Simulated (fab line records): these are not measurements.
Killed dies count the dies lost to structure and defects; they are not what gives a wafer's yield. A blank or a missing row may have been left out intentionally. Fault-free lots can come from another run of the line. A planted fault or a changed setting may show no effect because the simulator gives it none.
Which tool is to blame? || flow gf180mcu || 12 lots, 36 wafers sampled, at 5 steps of a route of 602

WHAT EACH GAUGE READ, for each wafer
GF_HV_LDD_TW_MEAS_11.
{"lot": "L468", "measured": "day 9 22:34", "on": "film metro-02", "HV_LDD_TW": "2384 2369 2382"}
{"lot": "L469", "measured": "day 10 06:42", "on": "film metro-04", "HV_LDD_TW": "2425 2425 2442"}
{"lot": "L470", "measured": "day 10 17:31", "on": "film metro-01", "HV_LDD_TW": "2410 2402 2397"}
{"lot": "L475", "measured": "day 12 04:30", "on": "film metro-01", "HV_LDD_TW": "2296 2288 2287 2296 2285 2301"}
{"lot": "L476", "measured": "day 12 12:16", "on": "film metro-01", "HV_LDD_TW": "2285 2285 2283 2281 2294 2270"}
{"lot": "L479", "measured": "day 13 08:21", "on": "film metro-04", "HV_LDD_TW": "2437 2440 2427"}
{"lot": "L481", "measured": "day 14 04:22", "on": "film metro-01", "HV_LDD_TW": "2408 2408 2407"}
{"lot": "L483", "measured": "day 14 17:18", "on": "film metro-02", "HV_LDD_TW": "2398 2377 2378"}
{"lot": "L487", "measured": "day 16 01:40", "on": "film metro-02", "HV_LDD_TW": "2380 2369 2378"}
{"lot": "L488", "measured": "day 16 07:29", "on": "film metro-02", "HV_LDD_TW": "2376 2379 2374"}
{"lot": "L489", "measured": "day 16 14:59", "on": "film metro-02", "HV_LDD_TW": "2379 2378 2376"}
{"lot": "L490", "measured": "day 16 17:58", "on": "film metro-01", "HV_LDD_TW": "2420 2417 2418"}

GF_HV_LDD_RS_MEAS_53: measurement is done with a four-point probe.
{"lot": "L468", "measured": "day 12 08:23", "on": "film metro-04", "HV_LDD_RS (ohm/sq)": "419.1 418.9 418.5"}
{"lot": "L469", "measured": "day 12 16:42", "on": "film metro-04", "HV_LDD_RS (ohm/sq)": "419.6 419.5 420.1"}
{"lot": "L470", "measured": "day 13 03:58", "on": "film metro-04", "HV_LDD_RS (ohm/sq)": "419.8 418.3 418.8"}
{"lot": "L475", "measured": "day 14 17:47", "on": "film metro-04", "HV_LDD_RS (ohm/sq)": "449.4 450.8 451.1 449.7 451.4 451.5"}
{"lot": "L476", "measured": "day 15 02:44", "on": "film metro-02", "HV_LDD_RS (ohm/sq)": "453.7 452.0 451.8 453.3 452.9 451.8"}
{"lot": "L479", "measured": "day 15 23:38", "on": "film metro-02", "HV_LDD_RS (ohm/sq)": "418.4 418.1 418.3"}
{"lot": "L481", "measured": "day 16 21:37", "on": "film metro-02", "HV_LDD_RS (ohm/sq)": "418.5 420.1 419.4"}
{"lot": "L483", "measured": "day 17 13:26", "on": "film metro-01", "HV_LDD_RS (ohm/sq)": "419.4 420.0 421.2"}
{"lot": "L487", "measured": "day 19 01:03", "on": "film metro-04", "HV_LDD_RS (ohm/sq)": "418.9 420.3 419.3"}
{"lot": "L488", "measured": "day 19 06:40", "on": "film metro-01", "HV_LDD_RS (ohm/sq)": "418.4 417.6 419.9"}
{"lot": "L489", "measured": "day 19 14:13", "on": "film metro-04", "HV_LDD_RS (ohm/sq)": "419.6 418.4 419.8"}
{"lot": "L490", "measured": "day 20 06:05", "on": "film metro-02", "HV_LDD_RS (ohm/sq)": "417.3 417.5 417.7"}

GF_M1_OVL_MEAS_15.
{"lot": "L468", "measured": "day 16 23:34", "on": "overlay-01", "M1_OVL (nm)": "7 9 10"}
{"lot": "L469", "measured": "day 17 08:37", "on": "overlay-01", "M1_OVL (nm)": "2 8 -3"}
{"lot": "L470", "measured": "day 17 22:02", "on": "overlay-02", "M1_OVL (nm)": "6 -1 8"}
{"lot": "L475", "measured": "day 19 18:28", "on": "overlay-01", "M1_OVL (nm)": "-9 -6 -4"}
{"lot": "L476", "measured": "day 20 04:46", "on": "overlay-01", "M1_OVL (nm)": "1 9 5"}
{"lot": "L479", "measured": "day 21 04:13", "on": "overlay-01", "M1_OVL (nm)": "4 3 8"}
{"lot": "L481", "measured": "day 22 04:10", "on": "overlay-02", "M1_OVL (nm)": "12 16 16"}
{"lot": "L483", "measured": "day 22 17:25", "on": "overlay-01", "M1_OVL (nm)": "9 10 12"}
{"lot": "L487", "measured": "day 24 06:25", "on": "overlay-01", "M1_OVL (nm)": "11 9 7"}
{"lot": "L488", "measured": "day 24 12:28", "on": "overlay-02", "M1_OVL (nm)": "11 10 -2"}
{"lot": "L489", "measured": "day 24 15:52", "on": "overlay-01", "M1_OVL (nm)": "7 4 0"}
{"lot": "L490", "measured": "day 25 10:03", "on": "overlay-01", "M1_OVL (nm)": "1 -1 1"}

EACH LOT AND THE TOOL THAT RAN IT (in order: tool; ch and the chambers of the sampled wafers; start)
{"lot": "L468", "GF_HV_LDD_IMPLANT_09": "implanter-04 ch 0, day 9 22:20", "GF_CONTACT_SPUTTER_22": "pvd sputter-01, day 16 00:29"}
{"lot": "L469", "GF_HV_LDD_IMPLANT_09": "implanter-04 ch 0, day 10 06:27", "GF_CONTACT_SPUTTER_22": "pvd sputter-04, day 16 09:40"}
{"lot": "L470", "GF_HV_LDD_IMPLANT_09": "implanter-02 ch 0, day 10 17:17", "GF_CONTACT_SPUTTER_22": "pvd sputter-01, day 16 21:40"}
{"lot": "L475", "GF_HV_LDD_IMPLANT_09": "implanter-02 ch 0, day 12 04:15", "GF_CONTACT_SPUTTER_22": "pvd sputter-04, day 18 17:02"}
{"lot": "L476", "GF_HV_LDD_IMPLANT_09": "implanter-02 ch 0, day 12 12:02", "GF_CONTACT_SPUTTER_22": "pvd sputter-04, day 19 03:50"}
{"lot": "L479", "GF_HV_LDD_IMPLANT_09": "implanter-04 ch 0, day 13 08:06", "GF_CONTACT_SPUTTER_22": "pvd sputter-02, day 20 03:37"}
{"lot": "L481", "GF_HV_LDD_IMPLANT_09": "implanter-03 ch 0, day 14 04:08", "GF_CONTACT_SPUTTER_22": "pvd sputter-01, day 21 03:31"}
{"lot": "L483", "GF_HV_LDD_IMPLANT_09": "implanter-04 ch 0, day 14 17:03", "GF_CONTACT_SPUTTER_22": "pvd sputter-04, day 21 17:17"}
{"lot": "L487", "GF_HV_LDD_IMPLANT_09": "implanter-03 ch 0, day 16 01:25", "GF_CONTACT_SPUTTER_22": "pvd sputter-01, day 23 07:16"}
{"lot": "L488", "GF_HV_LDD_IMPLANT_09": "implanter-04 ch 0, day 16 07:15", "GF_CONTACT_SPUTTER_22": "pvd sputter-01, day 23 12:38"}
{"lot": "L489", "GF_HV_LDD_IMPLANT_09": "implanter-04 ch 0, day 16 14:44", "GF_CONTACT_SPUTTER_22": "pvd sputter-01, day 23 16:37"}
{"lot": "L490", "GF_HV_LDD_IMPLANT_09": "implanter-03 ch 0, day 16 17:43", "GF_CONTACT_SPUTTER_22": "pvd sputter-01, day 24 11:19"}
- GF_HV_LDD_IMPLANT_09
- GF_CONTACT_SPUTTER_22: material Ti, target thk 15 nm, time 80.02 s.

AS READ BY THE TOOLS THEMSELVES (means over the sampled wafers that have a number; for cases with no such wafer, the mark the record gives instead)
GF_HV_LDD_IMPLANT_09.
{"lot": "L468", "tool": "implanter-04", "dose ions cm2": 9.9987e+13, "faraday current uA": 564}
{"lot": "L469", "tool": "implanter-04", "dose ions cm2": 1.0007e+14, "faraday current uA": 574}
{"lot": "L470", "tool": "implanter-02", "dose ions cm2": 1.0003e+14, "faraday current uA": 562}
{"lot": "L475", "tool": "implanter-02", "dose ions cm2": 8.3490e+13, "faraday current uA": 473}
{"lot": "L476", "tool": "implanter-02", "dose ions cm2": 8.3497e+13, "faraday current uA": 476}
{"lot": "L479", "tool": "implanter-04", "dose ions cm2": 9.9940e+13, "faraday current uA": 556}
{"lot": "L481", "tool": "implanter-03", "dose ions cm2": 1.0009e+14, "faraday current uA": 576}
{"lot": "L483", "tool": "implanter-04", "dose ions cm2": 1.0004e+14, "faraday current uA": 570}
{"lot": "L487", "tool": "implanter-03", "dose ions cm2": 9.9997e+13, "faraday current uA": 562}
{"lot": "L488", "tool": "implanter-04", "dose ions cm2": 1.0006e+14, "faraday current uA": 560}
{"lot": "L489", "tool": "implanter-04", "dose ions cm2": 9.9947e+13, "faraday current uA": 559}
{"lot": "L490", "tool": "implanter-03", "dose ions cm2": 9.9930e+13, "faraday current uA": 560}

GF_CONTACT_SPUTTER_22.
{"lot": "L468", "tool": "pvd sputter-01", "chamber pressure pa (Pa)": 4.995, "throttle valve pct (%)": 30.6}
{"lot": "L469", "tool": "pvd sputter-04", "chamber pressure pa (Pa)": 4.992, "throttle valve pct (%)": 30.1}
{"lot": "L470", "tool": "pvd sputter-01", "chamber pressure pa (Pa)": 4.997, "throttle valve pct (%)": 30.4}
{"lot": "L475", "tool": "pvd sputter-04", "chamber pressure pa (Pa)": 5.006, "throttle valve pct (%)": 29.4}
{"lot": "L476", "tool": "pvd sputter-04", "chamber pressure pa (Pa)": 5.008, "throttle valve pct (%)": 29.2}
{"lot": "L479", "tool": "pvd sputter-02", "chamber pressure pa (Pa)": 5.005, "throttle valve pct (%)": 31.0}
{"lot": "L481", "tool": "pvd sputter-01", "chamber pressure pa (Pa)": 4.994, "throttle valve pct (%)": 30.6}
{"lot": "L483", "tool": "pvd sputter-04", "chamber pressure pa (Pa)": 4.996, "throttle valve pct (%)": 28.9}
{"lot": "L487", "tool": "pvd sputter-01", "chamber pressure pa (Pa)": 5.002, "throttle valve pct (%)": 30.7}
{"lot": "L488", "tool": "pvd sputter-01", "chamber pressure pa (Pa)": 4.992, "throttle valve pct (%)": 30.5}
{"lot": "L489", "tool": "pvd sputter-01", "chamber pressure pa (Pa)": 5.008, "throttle valve pct (%)": 30.1}
{"lot": "L490", "tool": "pvd sputter-01", "chamber pressure pa (Pa)": 4.999, "throttle valve pct (%)": 30.7}

THE ANSWER, worked out from the rows above alone
Rule: the usual values come from the lots themselves. Put in order of their means at a reading, lots are off if they are a third of the lots or fewer, leave a main group of 4 or more, and stand apart from it by a gap of 3 or more times the standard deviation of the main group's means; of several such gaps the widest counts. A main group whose means are all the same, to the digits that the tables above print for the reading, isn't used. Also off: a lot with no number at a reading for which 4 or more lots have one. Where the step has rows for the other lots, those lots are counted as sound. Order of review: gauges by route order, followed by the tools' own readings, for which a lot's mean as printed above is used. At the first step where some lot is off, the reading lying furthest off is the one used; lots without a number count as furthest.
Off: at GF_HV_LDD_TW_MEAS_11 (HV_LDD_TW), L475, L476. The main group: mean 2399, standard deviation 22.
A tool fits if, at a process step before that reading, it ran every lot that is off, and no sound lot after the first of them. The gauges at GF_HV_LDD_TW_MEAS_11 aren't tried: what is off there is off at GF_HV_LDD_RS_MEAS_53 too, on other tools, and a gauge's error can't cause that. One fits: GF_HV_LDD_IMPLANT_09 on implanter-02. A fault onset in the window from L470 (day 10 17:17, its last sound lot) to L475 (day 12 04:15, its first lot off) fits.
The tool's own readings at GF_HV_LDD_IMPLANT_09 bear it out: on the lots that are off they differ by more than 5 times the standard deviation of the sound lots' means. dose ions cm2 reads 8.3494e+13 there against 1.0001e+14 on the sound lots; faraday current uA reads 474 there against 564 on the sound lots.

WHAT THE SIMULATOR HAD INSERTED
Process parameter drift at GF_HV_LDD_IMPLANT_09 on implanter-02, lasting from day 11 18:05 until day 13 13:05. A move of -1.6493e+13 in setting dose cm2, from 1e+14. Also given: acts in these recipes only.
Shown lots that were struck: L475, L476. The rule given above showed the same thing.
